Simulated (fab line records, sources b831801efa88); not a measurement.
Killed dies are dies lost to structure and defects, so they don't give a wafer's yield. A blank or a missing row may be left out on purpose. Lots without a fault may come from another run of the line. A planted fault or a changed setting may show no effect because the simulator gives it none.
A struck lot beside a sound one | flow sky130 | 15 steps out of a route of 708
Sound: wafers L942.1, L942.5, L942.6. Struck: wafers L955.2, L955.4, L955.5. The cause comes at the end.
At each step with rows: each side's tool, then ch and its chambers, then its first start. Under that, the readings that differ: sound wafers | struck wafers | difference of the means | sigmas: that difference in standard deviations of wafers without a fault.
alike: readings whose means differ by less than 2 such deviations, and words and numbers that are the same on both sides. not compared: withheld readings, readings that some wafer has no value for, bounds like >300 that may hide the same value, and numbers for which the record gives no deviation and whose values overlap.
The two part at a step that has a row with sigmas, a row that says differs or no value, or rows on one side only. Numbers that don't overlap but have no deviation are shown without sigmas and don't part them. A reading that every wafer of one side lacks parts them only if that side has two wafers or more.

SKY_FIELD_ISO_BOW_MEAS_00:
  sound on film_metro-02, day 2 16:00; struck on film_metro-01, day 5 09:01
  alike: INCOMING_BOW
then, 1 step without rows for these wafers: SKY_FIELD_ISO_OXIDATION_01 (stabilise 600 s, purge 300 s, target thk 12 nm).
SKY_FIELD_ISO_THK_MEAS_02:
  sound on film_metro-02, day 2 18:32; struck on film_metro-01, day 5 11:40
  alike: FIELD_ISO_OXIDATION_00_THK
then, 1 step without rows for these wafers: SKY_FIELD_ISO_CVD_03 (deposits Si3N4 from DCS/NH3, target thk 165 nm, time 2830 s).
SKY_FIELD_ISO_THK_MEAS_04:
  sound on film_metro-03, day 2 21:08; struck on film_metro-02, day 5 14:11
  alike: FIELD_ISO_CVD_03_THK
then, 7 steps without rows for these wafers: SKY_FIELD_ISO_DEHYDRATE_05 (time 60 s); SKY_FIELD_ISO_HMDS_06 (prime time 60 s); SKY_FIELD_ISO_COAT_07 (resist thk 60 nm); SKY_FIELD_ISO_COAT_08 (resist thk 457.5 nm); SKY_FIELD_ISO_SOFTBAKE_09 (time 90 s); SKY_FIELD_ISO_EXPOSE_10 (exposes mask FOM, target cd 150 nm); SKY_FIELD_ISO_PEB_11.
SKY_FIELD_ISO_DEVELOP_12: develop time 60 s.
  sound on litho_track-01 ch 0, day 3 13:00; struck on litho_track-01 ch 0, day 6 08:00
  reading              | sound             | struck            | difference | sigmas
  developer_temp_C (C) | 21.21 21.02 20.85 | 20.07 19.91 20.01 | -1.03      | -9
SKY_FIELD_ISO_CD_MEAS_13: target cd 150 nm.
  sound on cd_sem-01, day 3 13:18; struck on cd_sem-01, day 6 08:16
  alike: cd_nm
SKY_PAD_OPEN_PROBE_99:
  the record has rows for the sound wafers here (prober-01, day 47 07:14) and none for the struck ones

WHERE THEY PART
First at SKY_FIELD_ISO_DEVELOP_12; last, within this record, at SKY_PAD_OPEN_PROBE_99.

WHY: what the simulator had put in
Process parameter drift: litho_track-01, from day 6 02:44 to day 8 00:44, at SKY_FIELD_ISO_DEVELOP_12. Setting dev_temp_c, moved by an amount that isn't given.
